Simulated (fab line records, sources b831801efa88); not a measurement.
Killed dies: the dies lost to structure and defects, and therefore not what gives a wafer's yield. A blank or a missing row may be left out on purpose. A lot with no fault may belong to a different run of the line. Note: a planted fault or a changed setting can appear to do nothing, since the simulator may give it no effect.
A single fault, viewed from 2 desks    flow gf180mcu    what lay behind the numbers comes last; until then each desk has only its own

DESK OF THE TOOL OWNER: iline-stepper-02
The tool's own readings at GF_NSD_EXPOSE_04 (exposes mask Nplus, target cd 400 nm): means of the sampled wafers that have a number, for each lot that ran on this tool. If a lot's mean is further than 4 standard deviations from the usual mean, the lot is out of limits and carries the mark OUT (the distance appears in the brackets).
Columns: A = exposure-dose-mJ-cm2 at GF_NSD_EXPOSE_04, usual 139.98
lot   first seen here  A
L880  day 12 21:35     139.91
L881  day 13 03:34     140.11
L884  day 14 04:25     140.19
L885  day 14 18:10     140.03
L888  day 15 17:37     140.18
L890  day 16 14:38     140.00
L892  day 16 22:47     140.02
L896  day 18 06:46     140.04
L898  day 18 22:28     135.81 (-30) OUT
L901  day 20 02:49     136.49 (-25) OUT
L903  day 20 16:20     137.44 (-18) OUT
This desk's verdict: out of limits on L898, L901, L903, starting with L898 at day 18 22:28 (exposure-dose-mJ-cm2 at GF_NSD_EXPOSE_04). Within limits: L880, L881, L884, L885, L888, L890, L892, L896.

FROM THE METROLOGY DESK
Lot by lot, what the gauges showed, no matter which tool ran the lot: averages of those sampled wafers that carry a number. If a lot's mean is further than 4 standard deviations from the usual mean, the lot is out of limits and carries the mark OUT (the distance appears in the brackets).
Columns: A = HV_LDD_CVD_56_THK at GF_HV_LDD_THK_MEAS_57, usual 90.4 nm; B = cd-nm at GF_NSD_CD_MEAS_07, usual 400.8 nm; C = PSD_TW at GF_PSD_TW_MEAS_11, usual 3172
lot   first seen here  A     B      C
L880  day 12 11:25     89.7  402.4  3151
L881  day 12 17:49     90.1  401.0  3193
L884  day 13 17:56     89.3  399.7  3195
L885  day 14 07:25     90.7  403.8  3141
L888  day 15 06:37     89.6  397.9  3195
L889  day 15 10:52     90.0  402.3  3149
L890  day 16 03:37     89.3  402.3  3154
L892  day 16 11:19     89.7  400.3  3155
L893  day 16 19:01     90.3  397.9  3203
L896  day 17 18:43     89.7  397.2  3174
L898  day 18 10:37     90.5  394.2  3176
L901  day 19 14:29     90.9  392.3  3178
L902  day 20 01:58     90.9  399.1  3143
L903  day 20 04:28     92.2  397.0  3135
This desk's verdict: no lot among the 14 shows anything out of limits.

BROUGHT TOGETHER
The tool owner's desk could have raised an alarm at day 18 22:28, on L898, L901, L903.
Nothing out of limits was seen by the metrology desk.
The metrology desk has L898, L901, L903 on record, within its limits.
Of the lots named, all ran GF_NSD_EXPOSE_04 on iline-stepper-02.

WHAT THE SIMULATOR HAD INSERTED
Drift in process parameters on iline-stepper-02 at GF_NSD_EXPOSE_04, starting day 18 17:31. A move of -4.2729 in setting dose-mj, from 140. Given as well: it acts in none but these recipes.
Shown lots that were struck: L898, L901, L903.
Hours from the fault's start to each desk's first reading out of limits: the tool owner's desk, 5.
